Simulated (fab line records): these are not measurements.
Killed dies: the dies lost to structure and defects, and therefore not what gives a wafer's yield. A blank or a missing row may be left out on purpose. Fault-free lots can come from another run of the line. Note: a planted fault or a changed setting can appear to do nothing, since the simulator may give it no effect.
Split-lot study + flow sfq line + 5 lots, 23 wafers read, on a route of 325 steps

== THE SPLIT ITSELF ==
At SFQ_TRILAYER_I6_DEP_PECVD_165 (deposits SiO2 from SiH4/N2O, time 111.11 s, target thk 500 nm), the setting time s was moved away from the recipe's 111.11 s on 11 of the 23 wafers read, by -6.9% to +13.3%. This setting was run at the recipe's value on the other wafers.

The reading is taken at the split's own step.

== THE READING ==
SiO2_of_TRILAYER_I6_DEP_PECVD_165.thk nm (the simulator's own value, which no gauge read), in nm, at SFQ_TRILAYER_I6_DEP_PECVD_165 (deposits SiO2 from SiH4/N2O, time 111.11 s, target thk 500 nm). There is no usual value for it anywhere in the file. Across the 12 wafers here that went through the recipe, the average is 496.4 nm and the standard deviation 4.7 nm.

| wafer  | tool, chamber at the split | time s as run, s | against the recipe | SiO2_of_TRILAYER_I6_DEP_PECVD_165.thk nm, nm | against lot-mates on the recipe |
|--------|----------------------------|------------------|--------------------|----------------------------------------------|---------------------------------|
| L074.1 | pecvd-04, 2                | 125.5            | +13.0%             | 560.4                                        | +61.7                           |
| L074.2 | pecvd-04, 0                | 111.11           | recipe             | 491.2                                        | -                               |
| L074.4 | pecvd-04, 2                | 125.5            | +13.0%             | 566.4                                        | +67.7                           |
| L074.5 | pecvd-04, 1                | 111.11           | recipe             | 500.1                                        | -                               |
| L074.6 | pecvd-04, 0                | 111.11           | recipe             | 504.8                                        | -                               |
| L075.1 | pecvd-01, 1                | 111.11           | recipe             | 496.8                                        | -                               |
| L075.2 | pecvd-01, 2                | 116.4            | +4.8%              | 518.8                                        | +24.4                           |
| L075.3 | pecvd-01, 0                | 111.11           | recipe             | 492                                          | -                               |
| L075.4 | pecvd-01, 2                | 116.4            | +4.8%              | 533.3                                        | +38.9                           |
| L075.6 | pecvd-01, 0                | 116.4            | +4.8%              | 524.9                                        | +30.5                           |
| L080.1 | pecvd-01, 0                | 103.4            | -6.9%              | 464                                          | -32.9                           |
| L080.2 | pecvd-01, 1                | 111.11           | recipe             | 491.7                                        | -                               |
| L080.4 | pecvd-01, 0                | 103.4            | -6.9%              | 467.4                                        | -29.6                           |
| L080.5 | pecvd-01, 2                | 103.4            | -6.9%              | 475.7                                        | -21.2                           |
| L080.6 | pecvd-01, 1                | 111.11           | recipe             | 502.2                                        | -                               |
| L083.3 | pecvd-01, 2                | 111.11           | recipe             | 488.3                                        | -                               |
| L083.4 | pecvd-01, 1                | 111.11           | recipe             | 494.8                                        | -                               |
| L083.6 | pecvd-01, 0                | 111.11           | recipe             | 497.9                                        | -                               |
| L085.2 | pecvd-01, 1                | 125.9            | +13.3%             | 551                                          | +52.6                           |
| L085.3 | pecvd-01, 2                | 125.9            | +13.3%             | 554.1                                        | +55.7                           |
| L085.4 | pecvd-01, 1                | 125.9            | +13.3%             | 559.8                                        | +61.4                           |
| L085.5 | pecvd-01, 2,0              | 111.11           | recipe             | 498.4                                        | -                               |
| L085.6 | pecvd-01, 2,0              | 111.11           | recipe             | 498.4                                        | -                               |
The file does not say which wafer passed through which chamber wherever a row lists several chambers: such a row stands for several wafers.

THE FIT
A straight line over all 23 wafers: SiO2_of_TRILAYER_I6_DEP_PECVD_165.thk nm changes by +4.59 nm for each +1% of time s; r = +0.98; the points scatter about the line by 6.1 nm.
The same after taking each lot's own level away (the mean of its wafers on the recipe; 23 wafers): +4.5 nm for each +1%; r = +0.98; scatter 6.2 nm.
The reading moves by 60 nm for the largest change in time s, on that fit.
The lots' own levels span 493.67 to 498.70 nm, that is 1.1 times the standard deviation above.
So the lot-to-lot level changes the slope little: the two slopes agree.
Check: for one of the wafers moved furthest among these (+13.3%), held out of the fit, the line's prediction against its lot-mates is +63.5 nm. It came out at +52.6 nm against them.

== THE OTHER SPLITS THESE WAFERS WENT THROUGH ==
Other splits were also applied to these wafers ahead of the reading. Each is held against what the fit with the lots' levels taken away leaves over:
| other split on the same wafers                  | wafers away from the commonest value | r with SiO2_of_TRILAYER_I6_DEP_PECVD_165.thk nm (lot level and that fit taken away) |
|-------------------------------------------------|--------------------------------------|-------------------------------------------------------------------------------------|
| SFQ_TRILAYER_A5C_DEP_PECVD_142 time s           | 12                                   | +0.07                                                                               |
| SFQ_TRILAYER_I5_ETCH_VIA_ETCH_147 bias w        | 10                                   | -0.30                                                                               |
| SFQ_TRILAYER_C5_BARC_OPEN_VIA_ETCH_210 source w | 5                                    | -0.52                                                                               |
| SFQ_TRILAYER_M6_LITHO_COAT_159 spin rpm         | 8                                    | -0.44                                                                               |

== THE WHOLE CHAIN: every reading that the file lists as answering this split, in the file's order ==
| step                          | what it does                                                  | reading                                                                                   | change (the file's fit)              | r (the file's) |
|-------------------------------|---------------------------------------------------------------|-------------------------------------------------------------------------------------------|--------------------------------------|----------------|
| SFQ_TRILAYER_I6_DEP_PECVD_165 | deposits SiO2 from SiH4/N2O, time 111.11 s, target thk 500 nm | SiO2_of_TRILAYER_I6_DEP_PECVD_165.thk nm (the simulator's own value, which no gauge read) | +4.65 nm for each +1% of the setting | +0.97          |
| SFQ_TRILAYER_I6_CMP_CMP_166   | polishes SiO2                                                 | time to endpoint s                                                                        | withheld for each +1% of the setting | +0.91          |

== THE FILE'S OWN FIT ==
SiO2_of_TRILAYER_I6_DEP_PECVD_165.thk nm changes by +4.65 nm for each +1% of time s, r = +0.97.
